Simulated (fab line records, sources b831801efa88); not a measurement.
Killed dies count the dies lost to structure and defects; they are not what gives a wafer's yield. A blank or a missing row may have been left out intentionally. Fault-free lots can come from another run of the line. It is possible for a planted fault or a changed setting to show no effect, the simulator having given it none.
Comparing a struck lot with a sound one    flow sky130    14 out of 708 route steps
Sound: these wafers, L267.1, L267.4, L267.5. The struck wafers were L264.4, L264.5, L264.6. Last of all comes the cause.
Per side, at each step with rows, come the tool, then ch with its chambers, and then its first start. Under that, the readings that differ: sound wafers    struck wafers    difference of the means    sigmas: that difference in standard deviations of wafers without a fault.
alike: readings with means less than 2 such deviations apart, plus words and numbers identical on both sides. not compared: withheld readings, readings lacking a value on some wafer, bounds such as >300 that could conceal the same value, and numbers that have no deviation in the record and whose values overlap.
A row with sigmas, a row that says differs or no value, or rows on one side alone: a step with any of these is where the two part. When numbers do not overlap yet have no deviation, they are printed without sigmas and do not part them. A reading that every wafer of one side lacks parts them only if that side has two wafers or more.

SKY_FIELD_ISO_BOW_MEAS_00:
  sound: filmMetro-04 at day 5 09:00; struck: filmMetro-03 at day 4 18:04
  alike: INCOMING_BOW
then, 1 step without rows for these wafers: SKY_FIELD_ISO_OXIDATION_01 (stabilise 600 s, purge 300 s, target thk 12 nm).
SKY_FIELD_ISO_THK_MEAS_02:
  sound: filmMetro-03 at day 5 11:25; struck: filmMetro-02 at day 4 21:26
  alike: FIELD_ISO_OXIDATION_00_THK
then, 1 step without rows for these wafers: SKY_FIELD_ISO_CVD_03 (deposits Si3N4 from DCS/NH3, target thk 165 nm, time 2830 s).
SKY_FIELD_ISO_THK_MEAS_04:
  sound: filmMetro-04 at day 5 13:16; struck: filmMetro-04 at day 5 00:10
  alike: FIELD_ISO_CVD_03_THK
then, 7 steps without rows for these wafers: SKY_FIELD_ISO_DEHYDRATE_05 (time 60 s); SKY_FIELD_ISO_HMDS_06 (prime time 60 s); SKY_FIELD_ISO_COAT_07 (resist thk 60 nm); SKY_FIELD_ISO_COAT_08 (resist thk 450 nm); SKY_FIELD_ISO_SOFTBAKE_09 (time 90 s); SKY_FIELD_ISO_EXPOSE_10 (exposes mask FOM, target cd 150 nm); SKY_FIELD_ISO_PEB_11.
SKY_FIELD_ISO_DEVELOP_12: develop time 60 s.
  sound on lithoTrack-01 ch 0, day 6 07:00; struck on lithoTrack-04, day 5 17:00
  no value came back on the struck wafers for chillPlateTempC (C), developTimeS (s); on the sound wafers chillPlateTempC (C) reads 22.94 22.94 22.95
reading                                          sound              struck             difference  sigmas
model.KrF-thick_of_FIELD_ISO_COAT_08.thkNm (nm)  436.8 437.5 437.7  450.4 449.9 450.8  +13.0       
SKY_FIELD_ISO_CD_MEAS_13 targets a cd of 150 nm.
  sound: cdSem-02 at day 6 07:17; struck: cdSem-01 at day 5 17:26
reading    sound              struck  difference                     sigmas
cdNm (nm)  149.5 149.5 149.6  - - -   no value on the struck wafers  

WHERE THEY PART
Earliest at SKY_FIELD_ISO_DEVELOP_12; latest, in this record, at SKY_FIELD_ISO_CD_MEAS_13.

WHY: what had been put in by the simulator
Beginning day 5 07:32, the whole step at SKY_FIELD_ISO_DEVELOP_12 was skipped on lithoTrack-04. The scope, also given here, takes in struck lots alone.
